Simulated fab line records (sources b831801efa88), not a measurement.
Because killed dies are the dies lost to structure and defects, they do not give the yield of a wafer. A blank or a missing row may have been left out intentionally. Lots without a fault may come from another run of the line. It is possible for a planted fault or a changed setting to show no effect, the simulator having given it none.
Which tool was responsible? :: flow gf180mcu :: 13 lots with 39 wafers sampled at 3 steps, on a route of 602 steps

== WHAT EACH GAUGE READ, for each wafer ==
GF_MIM_RS_MEAS_10: uses a four-point probe to measure.
lot: L725
measured: day 24 02:43
on: film metro-03
MIM_ALCU_RS (ohm/sq): 0.1619 0.1618 0.1619

lot: L728
measured: day 25 16:46
on: film metro-02
MIM_ALCU_RS (ohm/sq): 0.1610 0.1617 0.1614

lot: L729
measured: day 26 00:44
on: film metro-02
MIM_ALCU_RS (ohm/sq): 0.1641 0.1625 0.1616

lot: L730
measured: day 26 05:58
on: film metro-02
MIM_ALCU_RS (ohm/sq): 0.1565 0.1598 0.1582

lot: L732
measured: day 27 01:08
on: film metro-03
MIM_ALCU_RS (ohm/sq): 0.1608 0.1624 0.1619

lot: L733
measured: day 27 03:02
on: film metro-02
MIM_ALCU_RS (ohm/sq): 0.1632 0.1614 0.1592

lot: L734
measured: day 27 04:50
on: film metro-02
MIM_ALCU_RS (ohm/sq): 0.1642 0.1654 0.1613

lot: L735
measured: day 27 11:58
on: film metro-01
MIM_ALCU_RS (ohm/sq): 0.1626 0.1615 0.1621

lot: L737
measured: day 28 13:50
on: film metro-02
MIM_ALCU_RS (ohm/sq): 0.1612 0.1650 0.1616

lot: L738
measured: day 28 14:35
on: film metro-01
MIM_ALCU_RS (ohm/sq): 0.1591 0.1600 0.1598

lot: L739
measured: day 29 01:14
on: film metro-03
MIM_ALCU_RS (ohm/sq): 0.1625 0.1591 0.1596

lot: L742
measured: day 29 19:50
on: film metro-01
MIM_ALCU_RS (ohm/sq): 0.1601 0.1592 0.1614

lot: L744
measured: day 30 14:41
on: film metro-03
MIM_ALCU_RS (ohm/sq): 0.1641 0.1601 0.1596

GF_M5_CD_MEAS_07: target cd 280 nm.
lot: L725
measured: day 25 22:58
on: cd sem-01
cd nm (nm): 280.5 279.7 279.8

lot: L728
measured: day 27 11:31
on: cd sem-02
cd nm (nm): 280.2 281.2 281.0

lot: L729
measured: day 27 20:07
on: cd sem-02
cd nm (nm): 279.9 279.5 279.9

lot: L730
measured: day 27 23:17
on: cd sem-02
cd nm (nm): 279.4 279.2 279.1

lot: L732
measured: day 28 17:42
on: cd sem-01
cd nm (nm): 280.8 278.6 279.6

lot: L733
measured: day 28 19:07
on: cd sem-02
cd nm (nm): 280.5 279.5 279.8

lot: L734
measured: day 28 21:17
on: cd sem-02
cd nm (nm): 281.5 282.0 281.4

lot: L735
measured: day 29 02:38
on: cd sem-01
cd nm (nm): 278.5 278.5 279.8

lot: L737
measured: day 30 02:46
on: cd sem-01
cd nm (nm): 280.0 279.0 278.3

lot: L738
measured: day 30 03:25
on: cd sem-02
cd nm (nm): 278.8 278.8 279.2

lot: L739
measured: day 30 13:35
on: cd sem-02
cd nm (nm): 280.0 280.0 279.6

lot: L742
measured: day 31 07:01
on: cd sem-02
cd nm (nm): 278.4 279.7 279.5

lot: L744
measured: day 32 00:52
on: cd sem-02
cd nm (nm): 279.2 280.4 280.0

== EACH LOT AND THE TOOL THAT RAN IT (in order: tool; ch and the chambers of the sampled wafers; start) ==
lot: L725
GF_MIM_SPUTTER_07: pvd sputter-01, day 24 02:37

lot: L728
GF_MIM_SPUTTER_07: pvd sputter-01, day 25 16:38

lot: L729
GF_MIM_SPUTTER_07: pvd sputter-03, day 26 00:35

lot: L730
GF_MIM_SPUTTER_07: pvd sputter-03, day 26 05:50

lot: L732
GF_MIM_SPUTTER_07: pvd sputter-03, day 27 01:02

lot: L733
GF_MIM_SPUTTER_07: pvd sputter-04, day 27 02:56

lot: L734
GF_MIM_SPUTTER_07: pvd sputter-04, day 27 04:43

lot: L735
GF_MIM_SPUTTER_07: pvd sputter-01, day 27 11:50

lot: L737
GF_MIM_SPUTTER_07: pvd sputter-03, day 28 13:44

lot: L738
GF_MIM_SPUTTER_07: pvd sputter-01, day 28 14:28

lot: L739
GF_MIM_SPUTTER_07: pvd sputter-04, day 29 01:08

lot: L742
GF_MIM_SPUTTER_07: pvd sputter-01, day 29 19:43

lot: L744
GF_MIM_SPUTTER_07: pvd sputter-03, day 30 14:35
- GF_MIM_SPUTTER_07: material TiN, target thk 60 nm, time 50 s.

== WHAT THE TOOLS THEMSELVES READ (means of the sampled wafers that have a number; where no wafer has one, the mark that the record gives instead) ==
GF_MIM_SPUTTER_07.
lot: L725
tool: pvd sputter-01
throttle valve pct (%): 30.2

lot: L728
tool: pvd sputter-01
throttle valve pct (%): 30.1

lot: L729
tool: pvd sputter-03
throttle valve pct (%): 30.6

lot: L730
tool: pvd sputter-03
throttle valve pct (%): 31.1

lot: L732
tool: pvd sputter-03
throttle valve pct (%): 30.9

lot: L733
tool: pvd sputter-04
throttle valve pct (%): 30.5

lot: L734
tool: pvd sputter-04
throttle valve pct (%): 30.8

lot: L735
tool: pvd sputter-01
throttle valve pct (%): 30.5

lot: L737
tool: pvd sputter-03
throttle valve pct (%): 31.4

lot: L738
tool: pvd sputter-01
throttle valve pct (%): 30.8

lot: L739
tool: pvd sputter-04
throttle valve pct (%): 29.9

lot: L742
tool: pvd sputter-01
throttle valve pct (%): 30.0

lot: L744
tool: pvd sputter-03
throttle valve pct (%): 31.0

== THE ANSWER, worked out from the rows above alone ==
Rule: usual is defined by the lots themselves. Put in order of their means at a reading, lots are off if they are a third of the lots or fewer, leave a main group of 4 or more, and stand apart from it by a gap of 3 or more times the standard deviation of the main group's means; of several such gaps the widest counts. A main group is skipped when, at the precision printed for the reading in the tables above, its means are all equal. A lot without any number at a reading at which 4 lots or more have one is off too. All remaining lots with rows at the step are treated as sound. After the gauges, taken in route order, come the tools' own readings; for these a lot's mean is taken, as printed above. The first step at which some lot is off is used, and at that step the reading that is off furthest; a lot without a number counts as furthest.
None of the lots is off at any reading shown; this tells nothing.

== WHAT WAS PUT IN BY THE SIMULATOR ==
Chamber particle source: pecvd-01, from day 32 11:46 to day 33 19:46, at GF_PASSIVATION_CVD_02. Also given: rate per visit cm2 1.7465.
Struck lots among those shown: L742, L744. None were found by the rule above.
